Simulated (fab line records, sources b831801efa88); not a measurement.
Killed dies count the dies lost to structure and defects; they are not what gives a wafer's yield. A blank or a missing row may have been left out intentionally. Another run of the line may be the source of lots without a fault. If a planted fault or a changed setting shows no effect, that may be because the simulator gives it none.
A single fault, viewed from 2 desks ; flow gf180mcu ; numbers are kept per desk, each desk with only its own; the story behind them comes last

## FROM THE METROLOGY DESK
Means of the sampled wafers that have a number, per lot and without regard to the tool the lot ran on: this is what the gauges read. A lot is out of limits, marked OUT, if its mean lies more than 4 standard deviations from the usual mean; the brackets give that distance.
Columns: A = VT_IMPLANT_3_TW at GF_VT_IMPLANT_TW_MEAS_32, usual 267.2; B = PSD_TW at GF_PSD_TW_MEAS_11, usual 3170
lot;first seen here;A;B
L111;day 7 13:44;266.0;30 (-99 or more) OUT
L116;day 8 22:02;268.2;3166
L117;day 9 05:23;268.6;3182
L120;day 10 00:11;265.3;3210
L122;day 10 12:28;269.4;3141
L123;day 11 00:47;266.9;3138
L124;day 11 10:41;268.0;3186
L125;day 11 15:31;267.8;3190
L126;day 11 17:13;267.4;3173
L127;day 11 23:17;268.4;3186
L128;day 12 10:00;266.1;3174
L131;day 13 05:50;265.7;3164
L132;day 13 12:24;265.2;3192
This desk's result: L111 out of limits, first on L111 (PSD_TW at GF_PSD_TW_MEAS_11), day 15 08:13. L116, L117, L120, L122, L123, L124, L125, L126, L127, L128, L131, L132: within limits.

## DESK OF THE TOOL OWNER: plasma asher-03
The tool's own readings at GF_NSD_STRIP_11 (strips in O2/N2): means of the sampled wafers that have a number, for each lot that ran on this tool. A lot is out of limits, marked OUT, if its mean lies more than 4 standard deviations from the usual mean; the brackets give that distance.
Columns: A = drypump motor current A at GF_NSD_STRIP_11, usual 5.8 A; B = heater power w at GF_NSD_STRIP_11, usual 322 W; C = oes product au at GF_NSD_STRIP_11, usual 0.487 a.u.; D = strip time to endpoint s at GF_NSD_STRIP_11, usual 22.95 s
lot;first seen here;A;B;C;D
L111;day 14 10:13;5.6;298;0.558 (+17) OUT;-
L120;day 17 11:44;5.6;288;0.490;22.98
L122;day 18 03:24;5.7;291;0.487;22.99
L126;day 19 19:52;5.6;286;0.485;23.00
L127;day 20 01:11;5.6;284;0.487;22.97
L128;day 20 12:27;5.6;292;0.486;22.93
This desk finds L111 out of limits, L111 being first, at day 14 10:13 (oes product au at GF_NSD_STRIP_11). L120, L122, L126, L127, L128: within limits.

## BROUGHT TOGETHER
On L111, at day 14 10:13, an alarm was possible from the tool owner's desk.
L111 would have let the metrology desk raise an alarm at day 15 08:13.
Every lot named ran GF_NSD_STRIP_11 on plasma asher-03.

## WHAT THE SIMULATOR HAD PUT IN
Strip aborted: plasma asher-03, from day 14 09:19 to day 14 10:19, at GF_NSD_STRIP_11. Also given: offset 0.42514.
Lots struck among those shown: L111.
Counting hours from when the fault started, the first reading out of limits came at 1 for the tool owner's desk and at 23 for the metrology desk.
